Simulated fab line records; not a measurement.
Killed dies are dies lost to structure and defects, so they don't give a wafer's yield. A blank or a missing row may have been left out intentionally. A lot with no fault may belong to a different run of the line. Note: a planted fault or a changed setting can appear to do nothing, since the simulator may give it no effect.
The tool behind it: which one? || flow gf180mcu || 11 lots, 33 wafers sampled, at 3 steps of a route of 602

## WHAT THE GAUGES READ, wafer by wafer
GF_VT_IMPLANT_OVL_MEAS_07.
{"lot": "L682", "measured": "day 5 15:25", "on": "overlay-02", "VT_IMPLANT_OVL (nm)": "2.7 -0.4 0.8"}
{"lot": "L683", "measured": "day 5 21:19", "on": "overlay-01", "VT_IMPLANT_OVL (nm)": "-1.7 -0.6 -2.2"}
{"lot": "L686", "measured": "day 6 14:58", "on": "overlay-01", "VT_IMPLANT_OVL (nm)": "1.8 1.0 1.9"}
{"lot": "L687", "measured": "day 6 22:13", "on": "overlay-02", "VT_IMPLANT_OVL (nm)": "- - -"}
{"lot": "L691", "measured": "day 7 23:16", "on": "overlay-01", "VT_IMPLANT_OVL (nm)": "1.8 2.3 0.0"}
{"lot": "L697", "measured": "day 9 13:33", "on": "overlay-02", "VT_IMPLANT_OVL (nm)": "1.0 -2.1 -1.0"}
{"lot": "L698", "measured": "day 9 20:46", "on": "overlay-02", "VT_IMPLANT_OVL (nm)": "-0.2 -0.3 0.7"}
{"lot": "L700", "measured": "day 10 04:24", "on": "overlay-02", "VT_IMPLANT_OVL (nm)": "-0.1 1.0 -0.7"}
{"lot": "L702", "measured": "day 10 21:00", "on": "overlay-01", "VT_IMPLANT_OVL (nm)": "0.4 0.4 -0.7"}
{"lot": "L703", "measured": "day 10 23:04", "on": "overlay-02", "VT_IMPLANT_OVL (nm)": "-0.4 -0.7 1.0"}
{"lot": "L704", "measured": "day 11 05:52", "on": "overlay-02", "VT_IMPLANT_OVL (nm)": "-0.4 0.2 -0.5"}

## WHAT TOOL EACH LOT RAN ON (gives the tool, then ch and the chambers of the sampled wafers, and finally the start)
{"lot": "L682", "GF_MVPSD_STRIP_10": "plasma_asher-03 ch 0,1, day 5 00:55", "GF_VT_IMPLANT_EXPOSE_04": "iline_stepper-02 ch 0, day 5 08:16"}
{"lot": "L683", "GF_MVPSD_STRIP_10": "plasma_asher-01 ch 0,1, day 5 06:25", "GF_VT_IMPLANT_EXPOSE_04": "iline_stepper-02 ch 0, day 5 14:02"}
{"lot": "L686", "GF_MVPSD_STRIP_10": "plasma_asher-02 ch 0,1, day 5 23:41", "GF_VT_IMPLANT_EXPOSE_04": "iline_stepper-02 ch 0, day 6 07:59"}
{"lot": "L687", "GF_MVPSD_STRIP_10": "plasma_asher-01 ch 0,1, day 6 07:50", "GF_VT_IMPLANT_EXPOSE_04": "iline_stepper-02 ch 0, day 6 15:10"}
{"lot": "L691", "GF_MVPSD_STRIP_10": "plasma_asher-03 ch 0,1, day 7 07:14", "GF_VT_IMPLANT_EXPOSE_04": "iline_stepper-01 ch 0, day 7 15:34"}
{"lot": "L697", "GF_MVPSD_STRIP_10": "plasma_asher-01 ch 0,1, day 8 20:41", "GF_VT_IMPLANT_EXPOSE_04": "iline_stepper-02 ch 0, day 9 05:18"}
{"lot": "L698", "GF_MVPSD_STRIP_10": "plasma_asher-01 ch 0,1, day 9 03:56", "GF_VT_IMPLANT_EXPOSE_04": "iline_stepper-02 ch 0, day 9 12:52"}
{"lot": "L700", "GF_MVPSD_STRIP_10": "plasma_asher-01 ch 1, day 9 10:59", "GF_VT_IMPLANT_EXPOSE_04": "iline_stepper-01 ch 0, day 9 19:52"}
{"lot": "L702", "GF_MVPSD_STRIP_10": "plasma_asher-02 ch 0,1, day 10 02:53", "GF_VT_IMPLANT_EXPOSE_04": "iline_stepper-01 ch 0, day 10 11:45"}
{"lot": "L703", "GF_MVPSD_STRIP_10": "plasma_asher-01 ch 0, day 10 05:05", "GF_VT_IMPLANT_EXPOSE_04": "iline_stepper-01 ch 0, day 10 13:52"}
{"lot": "L704", "GF_MVPSD_STRIP_10": "plasma_asher-01 ch 0,1, day 10 11:32", "GF_VT_IMPLANT_EXPOSE_04": "iline_stepper-02 ch 0, day 10 20:55"}
- GF_MVPSD_STRIP_10: strips in O2/N2.
- GF_VT_IMPLANT_EXPOSE_04: exposes mask LVPWELL LV AREA, target cd 600 nm.

## THE ANSWER, worked out from the rows above alone
Rule: what is usual is taken from the lots themselves. Put in order of their means at a reading, lots are off if they are a third of the lots or fewer, leave a main group of 4 or more, and stand apart from it by a gap of 3 or more times the standard deviation of the main group's means; of several such gaps the widest counts. The tables above print the reading to a certain number of digits; a main group whose means all agree to those digits is not used. A lot without any number at a reading at which 4 lots or more have one is off too. Where the step has rows for the other lots, those lots are counted as sound.
Off: at GF_VT_IMPLANT_OVL_MEAS_07 (VT_IMPLANT_OVL), L687. Without a number there: L687. Main group: mean 0.2 nm, sd 0.89.
A tool fits if, at a process step before that reading, it ran every lot that is off, and no sound lot after the first of them. Those tools and the gauges at GF_VT_IMPLANT_OVL_MEAS_07 are tried in the same way. Not one of the candidates tried fits.

## WHAT THE SIMULATOR HAD INSERTED
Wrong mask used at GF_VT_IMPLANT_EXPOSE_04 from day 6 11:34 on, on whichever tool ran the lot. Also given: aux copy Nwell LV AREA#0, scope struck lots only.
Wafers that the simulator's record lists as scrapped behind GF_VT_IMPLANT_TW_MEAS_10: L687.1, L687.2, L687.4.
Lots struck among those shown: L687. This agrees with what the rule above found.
